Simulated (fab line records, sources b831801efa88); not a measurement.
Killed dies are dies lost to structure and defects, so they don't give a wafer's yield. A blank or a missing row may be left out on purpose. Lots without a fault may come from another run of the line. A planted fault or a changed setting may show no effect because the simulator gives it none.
Which tool did it? | flow gf180mcu | 11 lots, 33 wafers sampled, at 3 steps of a route of 602

WHAT THE GAUGES READ, wafer by wafer
GF_TOP_METAL_CD_MEAS_14: target cd 440 nm. Usual: cd_nm 440.0 nm, standard deviation 2.5.
lot  | measured     | on        | cd_nm (nm)        | flag
L431 | day 27 19:13 | cd_sem-01 | 441.4 443.3 441.4 |
L433 | day 29 06:50 | cd_sem-01 | 438.8 440.4 438.9 |
L434 | day 29 09:37 | cd_sem-01 | 441.5 438.9 440.3 |
L435 | day 29 20:35 | cd_sem-01 | 444.7 443.7 442.0 |
L436 | day 30 05:14 | cd_sem-01 | 436.2 434.1 435.3 |
L437 | day 30 13:14 | cd_sem-02 | 441.8 438.7 441.1 |
L439 | day 30 21:43 | cd_sem-01 | 440.2 440.7 440.9 |
L440 | day 30 22:37 | cd_sem-02 | 442.7 440.2 441.5 |
L442 | day 31 18:11 | cd_sem-01 | 442.4 440.5 442.4 |
L447 | day 33 13:20 | cd_sem-01 | 287.4 437.8 286.7 | OFF
L451 | day 34 00:46 | cd_sem-01 | 290.0 441.7 441.4 | OFF

WHICH TOOL RAN EACH LOT (tool, then ch and the chambers of the sampled wafers, then the start)
lot  | GF_V5_ETCH_16                      | GF_TOP_METAL_EXPOSE_11
L431 | rie_diel-01 ch 2,3, day 26 21:17   | iline_stepper-01 ch 0, day 27 09:01
L433 | rie_diel-01 ch 0,1,3, day 28 10:56 | iline_stepper-02 ch 0, day 28 21:55
L434 | rie_diel-03 ch 1,2,3, day 28 13:17 | iline_stepper-02 ch 0, day 29 00:01
L435 | rie_diel-03 ch 1,2, day 28 23:56   | iline_stepper-01 ch 0, day 29 11:33
L436 | rie_diel-02 ch 0,2,3, day 29 08:44 | iline_stepper-01 ch 0, day 29 19:59
L437 | rie_diel-01 ch 0,1,3, day 29 16:50 | iline_stepper-01 ch 0, day 30 03:53
L439 | rie_diel-03 ch 1,3, day 30 01:50   | iline_stepper-01 ch 0, day 30 12:55
L440 | rie_diel-02 ch 0,1, day 30 02:35   | iline_stepper-02 ch 0, day 30 13:57
L442 | rie_diel-01 ch 1,3, day 31 01:59   | iline_stepper-02 ch 0, day 31 12:19
L447 | rie_diel-03 ch 1,2, day 32 12:25   | iline_stepper-02 ch 0, day 33 07:00
L451 | rie_diel-03 ch 0,2,3, day 33 04:40 | iline_stepper-02 ch 0, day 33 16:30
- GF_V5_ETCH_16: etches BARC in N2/H2.
- GF_TOP_METAL_EXPOSE_11: exposes mask MetalTop, target cd 440 nm.

WHAT THE TOOLS THEMSELVES READ (means of the sampled wafers that have a number; where no wafer has one, the mark that the record gives instead)
GF_V5_ETCH_16. Usual: drypump_motor_current_A 5.6 A, standard deviation 0.57; oes_product_au 0.854 a.u., standard deviation 0.0052; throttle_valve_pct 13.225 %, standard deviation 0.0089.
lot  | tool        | drypump_motor_current_A (A) | oes_product_au (a.u.) | throttle_valve_pct (%) | flag
L431 | rie_diel-01 | 5.1                         | 0.852                 | 13.227                 |
L433 | rie_diel-01 | 5.9                         | 0.846                 | 13.228                 |
L434 | rie_diel-03 | 5.8                         | 0.853                 | 13.230                 |
L435 | rie_diel-03 | 6.0                         | 0.857                 | 13.227                 |
L436 | rie_diel-02 | 5.5                         | 0.854                 | 13.227                 |
L437 | rie_diel-01 | 5.8                         | 0.851                 | 13.223                 |
L439 | rie_diel-03 | 6.2                         | 0.853                 | 13.230                 |
L440 | rie_diel-02 | 5.9                         | 0.851                 | 13.225                 |
L442 | rie_diel-01 | 5.3                         | 0.858                 | 13.231                 |
L447 | rie_diel-03 | 6.0                         | 0.856                 | 13.222                 |
L451 | rie_diel-03 | 5.4                         | 0.854                 | 13.232                 |

GF_TOP_METAL_EXPOSE_11. Usual: stage_vel_mm_s 500.05 mm/s, standard deviation 0.24.
lot  | tool             | stage_vel_mm_s (mm/s) | flag
L431 | iline_stepper-01 | 500.33                |
L433 | iline_stepper-02 | 499.82                |
L434 | iline_stepper-02 | 499.96                |
L435 | iline_stepper-01 | 500.09                |
L436 | iline_stepper-01 | 500.09                |
L437 | iline_stepper-01 | 499.89                |
L439 | iline_stepper-01 | 499.97                |
L440 | iline_stepper-02 | 500.42                |
L442 | iline_stepper-02 | 500.11                |
L447 | iline_stepper-02 | 500.25                |
L451 | iline_stepper-02 | 499.86                |

THE ANSWER, worked out from the rows above alone
Rule: a lot is off if the mean of its wafers that have a number lies more than 3 standard deviations from the usual mean. A lot without any number at a reading at which 4 lots or more have one is off too. The other lots that the step has rows for count as sound. The gauges are gone through in route order, then the tools' own readings, and for those a lot's mean is taken as printed above. The first step at which some lot is off is used, and at that step the reading that is off furthest; a lot without a number counts as furthest.
Off: L447, L451, at GF_TOP_METAL_CD_MEAS_14 (cd_nm).
A tool fits if, at a process step before that reading, it ran every lot that is off, and no sound lot after the first of them. The gauges at GF_TOP_METAL_CD_MEAS_14 are tried like those tools. Can't be told from this: 3 tools fit, rie_diel-03 at GF_V5_ETCH_16, iline_stepper-02 at GF_TOP_METAL_EXPOSE_11, cd_sem-01 at GF_TOP_METAL_CD_MEAS_14.

WHAT THE SIMULATOR HAD PUT IN
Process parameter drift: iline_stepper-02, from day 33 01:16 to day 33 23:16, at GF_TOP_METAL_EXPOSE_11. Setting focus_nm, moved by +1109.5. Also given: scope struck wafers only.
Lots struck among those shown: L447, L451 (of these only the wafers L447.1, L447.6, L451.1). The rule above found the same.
